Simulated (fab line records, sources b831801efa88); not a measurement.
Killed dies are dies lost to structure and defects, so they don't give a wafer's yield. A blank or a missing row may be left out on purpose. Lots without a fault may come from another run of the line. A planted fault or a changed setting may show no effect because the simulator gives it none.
Which tool did it? | flow sky130 | 12 lots, 36 wafers sampled, at 5 steps of a route of 708

WHAT THE GAUGES READ, wafer by wafer
SKY_VT_ADJUST_NCORE_TW_MEAS_11.
lot  | measured     | on            | VT_ADJUST_NCORE_TW
L256 | day 8 23:29  | film_metro-01 | 220.7 220.7 220.2
L257 | day 9 01:57  | film_metro-02 | 216.4 217.2 217.9
L258 | day 9 06:40  | film_metro-02 | 218.3 218.5 218.4
L259 | day 9 19:58  | film_metro-02 | 217.6 218.4 218.6
L261 | day 10 05:32 | film_metro-02 | 194.7 195.6 195.8
L262 | day 10 14:39 | film_metro-01 | 196.3 197.1 196.3
L265 | day 11 13:25 | film_metro-03 | 216.8 218.9 216.7
L272 | day 13 18:17 | film_metro-01 | 222.5 223.1 222.8
L273 | day 14 01:55 | film_metro-01 | 223.1 222.0 221.6
L276 | day 14 17:43 | film_metro-01 | 222.0 221.2 222.1
L277 | day 15 06:26 | film_metro-03 | 216.1 215.0 215.8
L278 | day 15 11:03 | film_metro-01 | 221.2 221.0 220.3

SKY_SONOS_TUNNEL_OVL_MEAS_08.
lot  | measured     | on         | SONOS_TUNNEL_OVL (nm)
L256 | day 11 18:13 | overlay-01 | -2.5 -2.1 -0.9
L257 | day 11 23:05 | overlay-02 | 1.0 1.1 1.7
L258 | day 12 03:54 | overlay-02 | -1.5 0.5 -1.7
L259 | day 12 17:45 | overlay-02 | 1.5 -0.3 -0.4
L261 | day 13 04:26 | overlay-02 | -2.2 -1.1 -0.9
L262 | day 13 15:52 | overlay-01 | 0.7 -0.5 0.4
L265 | day 14 16:49 | overlay-01 | 0.4 -0.2 0.5
L272 | day 17 05:15 | overlay-01 | -1.6 2.0 1.2
L273 | day 17 12:33 | overlay-01 | 1.9 2.1 1.8
L276 | day 18 06:50 | overlay-02 | 1.1 0.4 0.6
L277 | day 18 20:45 | overlay-02 | 1.1 2.9 -0.6
L278 | day 19 02:57 | overlay-01 | -2.9 -3.0 -2.6

SKY_LDD_P_OVL_MEAS_08.
lot  | measured     | on         | LDD_P_OVL (nm)
L256 | day 19 07:58 | overlay-01 | -0.3 0.1 -0.1
L257 | day 19 14:09 | overlay-01 | 0.8 -2.0 -1.5
L258 | day 19 22:19 | overlay-01 | -2.3 -1.0 -4.9
L259 | day 20 12:50 | overlay-01 | -1.8 -1.5 -1.9
L261 | day 21 01:43 | overlay-02 | -5.3 -3.9 -3.4
L262 | day 21 15:07 | overlay-02 | -2.1 -3.4 -2.5
L265 | day 22 18:04 | overlay-02 | -1.4 -2.2 -2.2
L272 | day 25 10:05 | overlay-02 | -1.1 -1.0 -0.2
L273 | day 25 17:46 | overlay-01 | -0.6 -1.6 -1.2
L276 | day 26 11:41 | overlay-02 | -0.1 -2.6 -0.7
L277 | day 27 00:51 | overlay-02 | -4.1 -4.1 -4.6
L278 | day 27 07:07 | overlay-02 | -3.2 -3.3 -2.8

WHICH TOOL RAN EACH LOT (tool, then ch and the chambers of the sampled wafers, then the start)
lot  | SKY_VT_ADJUST_NCORE_IMPLANT_09  | SKY_POLY_GATE_STRIP_18
L256 | implanter-03 ch 0, day 8 23:16  | plasma_asher-03 ch 0,1, day 16 17:25
L257 | implanter-02 ch 0, day 9 01:43  | plasma_asher-01 ch 0,1, day 16 23:31
L258 | implanter-03 ch 0, day 9 06:28  | plasma_asher-02 ch 0,1, day 17 05:44
L259 | implanter-02 ch 0, day 9 19:43  | plasma_asher-03 ch 0,1, day 17 20:59
L261 | implanter-02 ch 0, day 10 05:17 | plasma_asher-02 ch 0,1, day 18 09:00
L262 | implanter-02 ch 0, day 10 14:25 | plasma_asher-01 ch 1, day 18 23:10
L265 | implanter-03 ch 0, day 11 13:13 | plasma_asher-03 ch 0,1, day 20 03:11
L272 | implanter-04 ch 0, day 13 18:02 | plasma_asher-01 ch 0,1, day 22 19:40
L273 | implanter-04 ch 0, day 14 01:40 | plasma_asher-03 ch 0,1, day 23 03:49
L276 | implanter-02 ch 0, day 14 17:28 | plasma_asher-02 ch 0,1, day 23 22:52
L277 | implanter-03 ch 0, day 15 06:11 | plasma_asher-01 ch 0,1, day 24 09:10
L278 | implanter-04 ch 0, day 15 10:49 | plasma_asher-01 ch 0,1, day 24 17:37
- SKY_VT_ADJUST_NCORE_IMPLANT_09
- SKY_POLY_GATE_STRIP_18: strips in O2/N2.

WHAT THE TOOLS THEMSELVES READ (means of the sampled wafers that have a number; where no wafer has one, the mark that the record gives instead)
SKY_VT_ADJUST_NCORE_IMPLANT_09.
lot  | tool         | dose_ions_cm2 | end_station_pressure_torr (Torr) | faraday_current_uA
L256 | implanter-03 | 2.3969e+12    | 5.03e-06                         | 13.47
L257 | implanter-02 | 2.4002e+12    | 4.97e-06                         | 13.66
L258 | implanter-03 | 2.3963e+12    | 5.10e-06                         | 13.45
L259 | implanter-02 | 2.3996e+12    | 5.08e-06                         | 13.72
L261 | implanter-02 | 1.5904e+12    | 4.96e-06                         | 9.03
L262 | implanter-02 | 1.5904e+12    | 5.00e-06                         | 9.13
L265 | implanter-03 | 2.3962e+12    | 5.10e-06                         | 13.41
L272 | implanter-04 | 2.4000e+12    | 4.83e-06                         | 13.21
L273 | implanter-04 | 2.4025e+12    | 5.10e-06                         | 13.64
L276 | implanter-02 | 2.4012e+12    | 4.85e-06                         | 13.45
L277 | implanter-03 | 2.4001e+12    | 5.01e-06                         | 13.41
L278 | implanter-04 | 2.4022e+12    | 4.99e-06                         | 13.55

SKY_POLY_GATE_STRIP_18.
lot  | tool            | drypump_motor_current_A (A) | n2_flow_sccm (sccm) | oes_product_au (a.u.) | strip_time_to_endpoint_s (s)
L256 | plasma_asher-03 | 5.4                         | 299.9               | 0.361                 | 3.16
L257 | plasma_asher-01 | 6.0                         | 299.7               | 0.356                 | 3.14
L258 | plasma_asher-02 | 5.4                         | 300.6               | 0.356                 | 3.14
L259 | plasma_asher-03 | 5.5                         | 300.9               | 0.356                 | 3.13
L261 | plasma_asher-02 | 5.4                         | 300.3               | 0.361                 | 3.14
L262 | plasma_asher-01 | 6.2                         | 300.0               | 0.361                 | 3.16
L265 | plasma_asher-03 | 5.7                         | 299.9               | 0.362                 | 3.15
L272 | plasma_asher-01 | 5.9                         | 299.9               | 0.363                 | 3.14
L273 | plasma_asher-03 | 5.7                         | 299.8               | 0.359                 | 3.16
L276 | plasma_asher-02 | 5.4                         | 299.7               | 0.364                 | 3.16
L277 | plasma_asher-01 | 5.7                         | 300.3               | 0.361                 | 3.20
L278 | plasma_asher-01 | 5.7                         | 300.0               | 0.366                 | 3.14

THE ANSWER, worked out from the rows above alone
Rule: what is usual is taken from the lots themselves. Put in order of their means at a reading, lots are off if they are a third of the lots or fewer, leave a main group of 4 or more, and stand apart from it by a gap of 3 or more times the standard deviation of the main group's means; of several such gaps the widest counts. A main group whose means are all the same, to the digits that the tables above print for the reading, isn't used. A lot without any number at a reading at which 4 lots or more have one is off too. The other lots that the step has rows for count as sound. The gauges are gone through in route order, then the tools' own readings, and for those a lot's mean is taken as printed above. The first step at which some lot is off is used, and at that step the reading that is off furthest; a lot without a number counts as furthest.
Off: L261, L262, at SKY_VT_ADJUST_NCORE_TW_MEAS_11 (VT_ADJUST_NCORE_TW). The main group: mean 219.5, standard deviation 2.3.
A tool fits if, at a process step before that reading, it ran every lot that is off, and no sound lot after the first of them. The gauges at SKY_VT_ADJUST_NCORE_TW_MEAS_11 aren't tried: what is off there is off at SKY_VT_ADJUST_NCORE_IMPLANT_09 too, on other tools, and a gauge's error can't cause that. None of those tried fits.

WHAT THE SIMULATOR HAD PUT IN
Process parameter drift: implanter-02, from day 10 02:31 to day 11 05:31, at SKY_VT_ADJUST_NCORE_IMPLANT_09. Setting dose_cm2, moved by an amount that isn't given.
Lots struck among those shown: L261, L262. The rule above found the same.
